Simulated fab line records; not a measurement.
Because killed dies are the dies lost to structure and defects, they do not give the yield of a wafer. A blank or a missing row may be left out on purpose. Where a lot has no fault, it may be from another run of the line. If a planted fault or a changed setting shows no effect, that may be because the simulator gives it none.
Which tool was responsible? | flow sky130 | 33 wafers from 11 lots sampled at 2 of the route's 708 steps

## WHAT THE GAUGES SHOWED, per wafer
SKY_METAL3_OVL_MEAS_14.
lot  | measured     | on         | METAL3_OVL (nm)
L430 | day 38 19:53 | overlay-02 | 2 12 2
L431 | day 38 22:31 | overlay-02 | 2 3 -2
L434 | day 39 18:17 | overlay-02 | 4 2 3
L435 | day 40 01:28 | overlay-02 | 6 -3 4
L436 | day 40 05:32 | overlay-02 | -1 9 -8
L438 | day 40 23:02 | overlay-02 | 6 1 6
L448 | day 43 12:54 | overlay-02 | 4 11 7
L450 | day 44 00:59 | overlay-02 | 1 -1 -1
L451 | day 44 13:30 | overlay-02 | -9 -7 -11
L452 | day 44 21:38 | overlay-02 | 8 -1 7
L453 | day 44 22:08 | overlay-02 | -5 -7 -8

SKY_VIA3_BOW_MEAS_03.
lot  | measured     | on           | VIA3_BOW (um)
L430 | day 38 21:29 | filmMetro-04 | 74 70 73
L431 | day 39 00:20 | filmMetro-04 | 85 70 70
L434 | day 39 19:48 | filmMetro-03 | 74 77 86
L435 | day 40 03:02 | filmMetro-03 | 72 76 81
L436 | day 40 07:02 | filmMetro-03 | 95 86 90
L438 | day 41 00:34 | filmMetro-04 | 82 81 83
L448 | day 43 14:53 | filmMetro-01 | 79 75 89
L450 | day 44 02:47 | filmMetro-03 | 84 78 92
L451 | day 44 15:04 | filmMetro-01 | 57 65 72
L452 | day 44 23:08 | filmMetro-04 | 81 81 81
L453 | day 44 23:49 | filmMetro-04 | 78 77 85

## TOOL THAT RAN EACH LOT (tool first, then ch and the chambers of the sampled wafers, then the start)
There is no process step in the record ahead of these readings.

## WHAT THE TOOLS THEMSELVES READ (means of the sampled wafers that have a number; where no wafer has one, the mark that the record gives instead)
The record holds no such reading with a usual standard deviation.

## THE ANSWER, worked out from the rows above alone
Rule: usual is defined by the lots themselves. Put in order of their means at a reading, lots are off if they are a third of the lots or fewer, leave a main group of 4 or more, and stand apart from it by a gap of 3 or more times the standard deviation of the main group's means; of several such gaps the widest counts. A main group whose means are all the same, to the digits that the tables above print for the reading, isn't used. A lot without any number at a reading at which 4 lots or more have one is off too. Where the step has rows for the other lots, those lots are counted as sound. First the gauges in route order, then the tools' own readings, where a lot's mean is used as printed above. At the first step where some lot is off, the reading lying furthest off is the one used; lots without a number count as furthest.
No lot is off on any of the readings shown, so nothing can be concluded from this.

## WHAT THE SIMULATOR HAD PUT IN
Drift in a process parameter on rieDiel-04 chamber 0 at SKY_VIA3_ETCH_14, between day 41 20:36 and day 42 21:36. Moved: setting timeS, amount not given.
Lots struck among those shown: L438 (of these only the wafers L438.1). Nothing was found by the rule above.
